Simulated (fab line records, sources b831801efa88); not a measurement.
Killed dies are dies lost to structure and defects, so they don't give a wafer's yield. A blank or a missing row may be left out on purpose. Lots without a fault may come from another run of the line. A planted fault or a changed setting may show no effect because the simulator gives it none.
fab line records | flow sky130
record lots=6 wafers=18 last_day=49
route steps=708 shown VT_ADJUST_PCH@146 SONOS_TUNNEL@154
lots that met no fault: from a run of the same line without faults
start_h: hours from the record's first day to the start of the lot's first wafer shown | wait_h: hours since the lot's step before | " the same as in the row above | L1.1+2: a row that stands for several wafers | - no value, or no start given | * or withheld: withheld | < > ~ a bound
route shown NAME@n: a module of which the file shows steps, and the number in the route of the first | usual: mean/standard deviation of fault-free wafers | same: alike in all rows | chamber/n: place in a boat | sites: the reading at each site | _std_site: their standard deviation | _edge_site: outer sites' mean less inner sites' | radius_mm: how far each site lies from the wafer's centre | mask NAME#n: copy n | behind: the tool/chamber that last shaped the wafer | hold: why the lot was held/for how many hours/how that ended | device: the transistor (n, p or np) that didn't switch | end of line: the same wafers' tests at the end of the route | a step without rows: its recipe alone | killed: dies lost to structure and defects at the first sort, not the wafer's yield | map: a wafer's dies, x killed, . not, _ none there
set.NAME: the setting as run; set.NAME@STEP: as run at that earlier step | model.NAME: the simulator's own value behind a step, which no gauge read
lots at some steps of the route; a table a step, a row a wafer
services: from which hour (start_h, from the record's first day; less than 0 if before it) a tool's chamber was out of use, for how many hours, and why
## steps
# step SKY_VT_ADJUST_PCH_SOFTBAKE_03
# recipe temp_c=110 time_s=withheld
# step SKY_VT_ADJUST_PCH_EXPOSE_04
# recipe mask_id=NWM na=0.6 source_shape=conventional sigma_outer=0.6 polarization=unpolarized target_cd_nm=840 dose_mj=255
# step SKY_VT_ADJUST_PCH_PEB_05
# recipe temp_c=115 time_s=withheld
# step SKY_VT_ADJUST_PCH_DEVELOP_06
# recipe wall_angle_deg=90 developer=TMAH develop_time_s=60 dev_temp_c=23
# step SKY_VT_ADJUST_PCH_OVL_MEAS_07
# usual VT_ADJUST_PCH_OVL=-0.1/1.7
# columns lot.wafer tool chamber start_h wait_h VT_ADJUST_PCH_OVL[nm]
L484.3 overlay-02 - 257.06 - 1.8
L484.4 " - " " 0.4
L484.5 " - " " 1.4
L486.1 overlay-01 - 281.09 - -3.7
L486.5 " - " " -1.7
L486.6 " - " " -2.9
L487.3 overlay-02 - 287.16 - -0.5
L487.4 " - " " -1.6
L487.6 " - " " -1.0
L495.3 overlay-01 - 353.66 - -2.1
L495.4 " - " " 0.1
L495.5 " - " " -0.5
L498.2 overlay-02 - 374.35 - 1.8
L498.3 " - " " 1.4
L498.5 " - " " 1.9
L499.3 overlay-01 - 377.26 - -0.1
L499.4 " - " " -1.8
L499.5 " - " " -1.1
# step SKY_VT_ADJUST_PCH_IMPLANT_08
# recipe species=B energy_kev=10 dose_cm2=5e+11 tilt_deg=withheld
# step SKY_VT_ADJUST_PCH_STRIP_09
# recipe chemistry=O2/N2 power_w=1400 pressure_mtorr=1500 platen_temp_c=withheld o2_flow_sccm=3000 n2_flow_sccm=300 overash_fraction=0.5
# usual drypump_motor_current_A=5.9/0.52 oes_product_au=0.722/0.0044 strip_time_to_endpoint_s=36.90/0.11
# same overash_fraction=0.5
# columns lot.wafer tool chamber start_h wait_h drypump_motor_current_A oes_product_au rf_hours_counter_h strip_time_to_endpoint_s
L484.3 plasma_asher-02 1 257.26 0.1 6.8 0.716 - 36.86
L484.4 " 0 " " 6.1 0.717 - 36.84
L484.5 " 1 " " 6.9 0.719 - 36.89
L486.1 plasma_asher-03 0 281.28 0.1 5.8 0.721 17 36.92
L486.5 " 1 " " 5.3 0.723 - 37.05
L486.6 " 0 " " 5.8 0.715 - 37.04
L487.3 plasma_asher-03 0 287.36 0.1 5.8 0.720 - 37.03
L487.4 " 1 " " 5.3 0.728 - 36.98
L487.6 " 1 " " 5.3 0.724 - 37.20
L495.3 plasma_asher-02 0 353.86 0.1 6.1 0.719 - 36.93
L495.4 " 1 " " 6.8 0.718 - 36.87
L495.5 " 1 " " 6.8 0.727 - 36.98
L498.2 plasma_asher-03 0 374.53 0.1 5.8 0.720 26 36.96
L498.3 " 1 " " 5.3 0.729 - 36.96
L498.5 " 0 " " 5.8 0.725 - 36.92
L499.3 plasma_asher-03 0 377.46 0.1 5.8 0.722 - 36.89
L499.4 " 1 " " 5.3 0.719 - 36.93
L499.5 " 0 " " 5.8 0.717 - 36.91
# step SKY_VT_ADJUST_PCH_TW_MEAS_10
# usual VT_ADJUST_PCH_TW=143.4/1.4
# columns lot.wafer tool chamber start_h wait_h VT_ADJUST_PCH_TW
L484.3 film_metro-04 - 257.35 0.1 142.9
L484.4 " - " " 143.2
L484.5 " - " " 142.7
L486.1 film_metro-03 - 281.38 0.1 141.4
L486.5 " - " " 141.0
L486.6 " - " " 141.6
L487.3 film_metro-04 - 287.45 0.1 143.7
L487.4 " - " " 142.6
L487.6 " - " " 143.7
L495.3 film_metro-04 - 353.95 0.1 144.1
L495.4 " - " " 144.1
L495.5 " - " " 144.1
L498.2 film_metro-01 - 374.64 0.1 145.2
L498.3 " - " " 144.7
L498.5 " - " " 145.2
L499.3 film_metro-04 - 377.55 0.1 143.5
L499.4 " - " " 143.3
L499.5 " - " " 143.7
# step SKY_SONOS_TUNNEL_DEHYDRATE_00
# recipe temp_c=200 time_s=60
# step SKY_SONOS_TUNNEL_HMDS_01
# recipe prime_time_s=60 prime_temp_c=120
# step SKY_SONOS_TUNNEL_COAT_02
# recipe resist=NOVOLAK spin_rpm=3000 resist_thk_nm=1140
# step SKY_SONOS_TUNNEL_SOFTBAKE_03
# recipe temp_c=90 time_s=60 resist=NOVOLAK
# step SKY_SONOS_TUNNEL_EXPOSE_04
# recipe mask_id=TUNM na=0.6 source_shape=conventional sigma_outer=0.6 polarization=unpolarized target_cd_nm=410 dose_mj=136
# usual exposure_dose_mJ_cm2=135.94/0.16 focus_offset_nm=0.0/0.55
# columns lot.wafer tool chamber start_h wait_h mask exposure_dose_mJ_cm2 focus_offset_nm
L484.3 iline_stepper-01 0 269.36 - TUNM#0 136.01 -0.8
L484.4 " 0 " " TUNM#0 136.09 0.7
L484.5 " 0 " " TUNM#0 136.05 -0.4
L486.1 iline_stepper-01 - 293.50 - TUNM#0 - -
L486.5 " - " " TUNM#0 - -
L486.6 " - " " TUNM#0 - -
L487.3 iline_stepper-01 - 300.39 - TUNM#0 - -
L487.4 " - " " TUNM#0 - -
L487.6 " - " " TUNM#0 - -
L495.3 iline_stepper-01 0 368.67 - TUNM#0 136.18 -0.4
L495.4 " 0 " " TUNM#0 135.76 -0.1
L495.5 " 0 " " TUNM#0 136.06 -0.3
L498.2 iline_stepper-01 0 387.91 - TUNM#0 135.93 0.3
L498.3 " 0 " " TUNM#0 135.88 -0.2
L498.5 " 0 " " TUNM#0 135.78 0.4
L499.3 iline_stepper-01 0 391.73 - TUNM#0 135.71 0.8
L499.4 " 0 " " TUNM#0 136.10 0.1
L499.5 " 0 " " TUNM#0 136.05 0.2
# step SKY_SONOS_TUNNEL_PEB_05
# recipe temp_c=withheld time_s=* resist=NOVOLAK
## services
# columns tool chamber start_h hours kind
iline_stepper-01 - 244.75 1.7 pm
iline_stepper-01 - 256.42 8.9 pm
plasma_asher-02 - 257.77 0.9 repair
iline_stepper-01 0 264.53 - calibration
plasma_asher-02 - 359.50 28.1 pm
## key
first_sign step=SKY_SONOS_TUNNEL_EXPOSE_04 reading=tool_record direction=missing
effect none on later readings
met_at SKY_SONOS_TUNNEL_EXPOSE_04
struck_wafers L486.1,L486.5,L486.6,L487.3,L487.4,L487.6
later_rows_left_out L486.1,L486.5,L486.6,L487.3,L487.4,L487.6
sort_left_out L486.1,L486.5,L486.6,L487.3,L487.4,L487.6
tester_left_out L486,L487
onset_between 269.36 293.50
fault kind=skipped_step_whole tool=iline_stepper-01 chamber=- onset_h=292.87 steps=SKY_SONOS_TUNNEL_EXPOSE_04 scope=struck_lots_only
# tester_left_out: of these lots the tester's yield and bins aren't shown, on N5 and GAA mostly nor the transistor test; their killed dies are dies lost to structure and defects alone, not to doping, threshold or leakage, so they don't give the yield
# sort_left_out: the simulated sort isn't trusted on such a fault, so these wafers' sort isn't shown, and their yield isn't known
# later_rows_left_out: the simulator's readings of these wafers behind a module that went badly wrong aren't trusted and aren't shown, but for the sort
